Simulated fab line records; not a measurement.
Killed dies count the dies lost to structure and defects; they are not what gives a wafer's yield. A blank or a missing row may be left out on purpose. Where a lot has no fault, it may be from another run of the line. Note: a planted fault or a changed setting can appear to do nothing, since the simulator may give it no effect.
fab line records -- flow sky130
record lots=6, wafers=18, last_day=50
route steps=708 shown PASSIVATION@686 PAD_OPEN@694
lots with no fault: from the same line, run without faults
start_h: the number of hours between the record's first day and the start of the first shown wafer of the lot -- wait_h: how many hours have passed since the lot's step before this one -- " identical to the entry in the row above -- L1.1+2: several wafers, shown together as one row -- - no value present, or no start provided -- * or withheld: withheld -- < > ~ a bound
route shown NAME@n: NAME is a module with steps in the file, n the number in the route of the first one -- usual: mean and standard deviation over wafers with no fault -- same: alike in all rows -- chamber/n: place in a boat -- sites: per-site readings -- _std_site: standard deviation of those values -- _edge_site: inner sites' mean taken away from outer sites' mean -- radius_mm: how far each site lies from the wafer's centre -- mask NAME#n: copy n -- behind: the last tool/chamber to shape the wafer -- hold: why the lot went on hold/how many hours it stayed there/how the hold came to an end -- device: names the non-switching transistor (n, p or np) -- end of line: the same wafers' tests at the end of the route -- a step without rows: its recipe alone -- killed: at the first sort, the dies lost to defects and structure; wafer yield is something else -- map: shows each die of a wafer: x if killed, . if not, _ if none is there
set.NAME: the setting the step ran with; set.NAME@STEP: the setting that earlier step ran with -- model.NAME: the simulator's own value behind a step, which no gauge read
lots seen at some steps along the route; tables by step, rows by wafer
services: when a tool's chamber went out of use (start_h, in hours from the record's first day, below 0 if earlier), for how many hours, and the reason
## steps
# step SKY_PASSIVATION_HMDS_05
# recipe prime_time_s=60, prime_temp_c=120
# step SKY_PASSIVATION_COAT_06
# recipe spin_rpm=2000, resist_thk_nm=3000
# step SKY_PASSIVATION_SOFTBAKE_07
# recipe temp_c=110, time_s=withheld
# step SKY_PASSIVATION_EXPOSE_08
# recipe mask_id=NSM, target_cd_nm=3000, na=0.57, dose_mj=260
# step SKY_PASSIVATION_PEB_09
# recipe temp_c=115, time_s=withheld
# step SKY_PASSIVATION_DEVELOP_10
# recipe develop_time_s=60, dev_temp_c=23
# step SKY_PASSIVATION_ETCH_11
# recipe chemistry=CF4/O2, target_depth_nm=725, stop_on=AlCu, source_w=800, bias_w=150, pressure_mtorr=150, cf4_flow_sccm=80, O2_flow_sccm=10, time_s=161.1
# usual O2_flow_sccm=10.00/0.032, chamber_pressure_mTorr=149.99/0.13, drypump_motor_current_A=5.9/0.54, oes_product_au=0.978/0.0071, throttle_valve_pct=5.964/0.0095
lot.wafer,tool,chamber,start_h,wait_h,O2_flow_sccm,chamber_pressure_mTorr,drypump_motor_current_A,oes_product_au,rf_hours_counter_h,throttle_valve_pct
L325.1,rie_diel-02,3,1089.18,-,9.99,149.83,6.5,0.967,29,5.957
L325.3,rie_diel-02,1,1089.18,-,10.03,149.89,5.0,0.978,14,5.966
L325.6,rie_diel-02,3,1089.18,-,10.05,149.87,6.5,0.979,-,5.958
L329.2,rie_diel-02,3,1106.12,-,10.02,149.78,6.4,0.971,30,5.954
L329.4,rie_diel-02,3,1106.12,-,10.03,150.30,6.5,0.982,-,5.975
L329.5,rie_diel-02,0,1106.12,-,10.02,150.13,5.5,0.981,-,5.955
L330.1,rie_diel-04,1,1109.51,-,10.01,150.07,6.2,0.969,17,5.966
L330.4,rie_diel-04,3,1109.51,-,10.01,150.06,6.3,0.981,16,5.947
L330.6,rie_diel-04,3,1109.51,-,9.98,150.18,6.3,0.976,-,5.969
L331.3,rie_diel-04,0,1117.98,-,9.99,149.91,5.9,0.970,20,5.956
L331.4,rie_diel-04,2,1117.98,-,9.95,150.08,6.2,0.986,9,5.955
L331.5,rie_diel-04,3,1117.98,-,10.03,150.18,6.3,0.977,-,5.987
L342.1,rie_diel-02,2,1176.56,-,9.98,149.94,5.9,0.968,12,5.965
L342.2,rie_diel-02,1,1176.56,-,10.00,150.15,5.0,0.968,19,5.967
L342.3,rie_diel-02,0,1176.56,-,10.01,149.97,5.5,0.975,22,5.959
L344.3,rie_diel-04,0,1185.97,-,10.00,149.96,5.9,0.976,22,5.963
L344.4,rie_diel-04,1,1185.97,-,10.00,150.05,6.2,0.990,19,5.959
L344.6,rie_diel-04,2,1185.97,-,10.02,150.00,6.3,0.993,-,5.975
# step SKY_PASSIVATION_STRIP_12
# recipe chemistry=O2/N2, power_w=1400, pressure_mtorr=1500, platen_temp_c=withheld, overash_fraction=0.7, o2_flow_sccm=3000, n2_flow_sccm=300
# usual chamber_pressure_mTorr=1500.1/2.2, drypump_motor_current_A=5.7/0.4, n2_flow_sccm=299.9/0.91, oes_product_au=0.661/0.0041, strip_time_to_endpoint_s=31.52/0.12
lot.wafer,tool,chamber,start_h,wait_h,chamber_pressure_mTorr,drypump_motor_current_A,n2_flow_sccm,oes_product_au,rf_hours_counter_h,strip_time_to_endpoint_s
L325.1,plasma_asher-01,0,1089.29,0.1,1498.7,5.5,299.6,0.662,63,31.39
L325.3,plasma_asher-01,0,1089.29,0.1,1498.6,5.5,299.4,0.662,-,31.40
L325.6,plasma_asher-01,0,1089.29,0.1,1498.1,5.5,300.3,0.664,-,31.41
L329.2,plasma_asher-01,0,1106.23,0.1,1501.1,5.5,299.3,0.657,65,31.52
L329.4,plasma_asher-01,1,1106.23,0.1,1500.1,6.1,300.0,0.665,-,31.45
L329.5,plasma_asher-01,0,1106.23,0.1,1498.6,5.5,299.6,0.658,-,31.59
L330.1,plasma_asher-03,0,1109.61,0.1,1499.9,5.5,300.0,0.661,3,31.59
L330.4,plasma_asher-03,0,1109.61,0.1,1500.2,5.5,299.2,0.657,-,31.51
L330.6,plasma_asher-03,1,1109.61,0.1,1500.6,6.0,300.9,0.656,-,31.60
L331.3,plasma_asher-02,0,1118.12,0.1,1498.0,6.0,299.8,0.662,-,31.34
L331.4,plasma_asher-02,1,1118.12,0.1,1500.5,4.9,300.0,0.659,-,31.36
L331.5,plasma_asher-02,0,1118.12,0.1,1498.5,6.0,300.2,0.667,-,31.50
L342.1,plasma_asher-01,1,1176.66,0.1,1501.1,6.1,299.5,0.664,72,31.57
L342.2,plasma_asher-01,0,1176.66,0.1,1499.3,5.5,299.0,0.661,72,31.45
L342.3,plasma_asher-01,0,1176.66,0.1,1498.2,5.5,299.6,0.663,-,31.56
L344.3,plasma_asher-03,1,1186.11,0.1,1500.0,5.9,298.6,0.656,-,31.41
L344.4,plasma_asher-03,0,1186.11,0.1,1499.2,5.4,299.6,0.651,-,31.43
L344.6,plasma_asher-03,1,1186.11,0.1,1500.4,6.0,298.6,0.660,-,31.26
# step SKY_PAD_OPEN_DEHYDRATE_00
# recipe temp_c=200, time_s=60
# step SKY_PAD_OPEN_HMDS_01
# recipe prime_time_s=60, prime_temp_c=120
# step SKY_PAD_OPEN_COAT_02
# recipe spin_rpm=2000, resist_thk_nm=3000
# step SKY_PAD_OPEN_SOFTBAKE_03
# recipe temp_c=110, time_s=withheld
# step SKY_PAD_OPEN_EXPOSE_04
# recipe mask_id=PDM, target_cd_nm=60000, na=0.57, dose_mj=260
# usual exposure_dose_mJ_cm2=260.01/0.22, focus_offset_nm=0.0/0.54
lot.wafer,tool,chamber,start_h,wait_h,mask,exposure_dose_mJ_cm2,focus_offset_nm
L325.1,iline_stepper-02,0,1099.92,-,PDM#0,259.77,0.6
L325.3,iline_stepper-02,0,1099.92,-,PDM#0,260.29,0.9
L325.6,iline_stepper-02,0,1099.92,-,PDM#0,260.28,0.6
L329.2,iline_stepper-01,0,1116.39,-,PDM#0,259.76,-0.2
L329.4,iline_stepper-01,0,1116.39,-,PDM#0,259.90,-0.3
L329.5,iline_stepper-01,0,1116.39,-,PDM#0,259.58,-0.1
L330.1,iline_stepper-02,-,1119.89,-,PDM#0,-,-
L330.4,iline_stepper-02,-,1119.89,-,PDM#0,-,-
L330.6,iline_stepper-02,-,1119.89,-,PDM#0,-,-
L331.3,iline_stepper-01,-,1128.72,-,PDM#0,-,-
L331.4,iline_stepper-01,-,1128.72,-,PDM#0,-,-
L331.5,iline_stepper-01,-,1128.72,-,PDM#0,-,-
L342.1,iline_stepper-01,0,1185.31,-,PDM#0,260.25,-0.2
L342.2,iline_stepper-01,0,1185.31,-,PDM#0,259.83,-0.7
L342.3,iline_stepper-01,0,1185.31,-,PDM#0,260.50,-0.5
L344.3,iline_stepper-02,0,1194.72,-,PDM#0,260.08,0.3
L344.4,iline_stepper-02,0,1194.72,-,PDM#0,260.05,1.0
L344.6,iline_stepper-02,0,1194.72,-,PDM#0,259.89,0.7
# step SKY_PAD_OPEN_PEB_05
# recipe temp_c=115, time_s=withheld
## services
tool,chamber,start_h,hours,kind
plasma_asher-03,-,1072.21,11.9,repair
rie_diel-02,2,1078.48,31.9,repair
rie_diel-02,3,1083.35,3.5,repair
plasma_asher-01,-,1083.75,3.9,repair
rie_diel-04,1,1128.67,6.2,repair
rie_diel-02,3,1147.06,-,clean
rie_diel-02,3,1147.06,-,consumable_replace:focus_ring
rie_diel-02,3,1147.06,35.6,scheduled_down
rie_diel-02,3,1147.06,35.6,vent_cycle
iline_stepper-02,-,1176.32,1.7,pm
## key
first_sign step=SKY_PAD_OPEN_EXPOSE_04, reading=tool_record, direction=missing
effect none on later readings
met_at SKY_PAD_OPEN_EXPOSE_04
struck_wafers L330.1,L330.4,L330.6,L331.3,L331.4,L331.5
later_rows_left_out L330.1,L330.4,L330.6,L331.3,L331.4,L331.5
sort_left_out L330.1,L330.4,L330.6,L331.3,L331.4,L331.5
onset_between 1116.39 1119.89
fault kind=skipped_step_whole, tool=iline_stepper-01,iline_stepper-02, chamber=-, onset_h=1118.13, steps=SKY_PAD_OPEN_EXPOSE_04, scope=struck_lots_only
# sort_left_out: the simulated sort isn't trusted on such a fault, so these wafers' sort isn't shown, and their yield isn't known
# later_rows_left_out: the simulator's readings of these wafers behind a module that went badly wrong aren't trusted and aren't shown, but for the sort
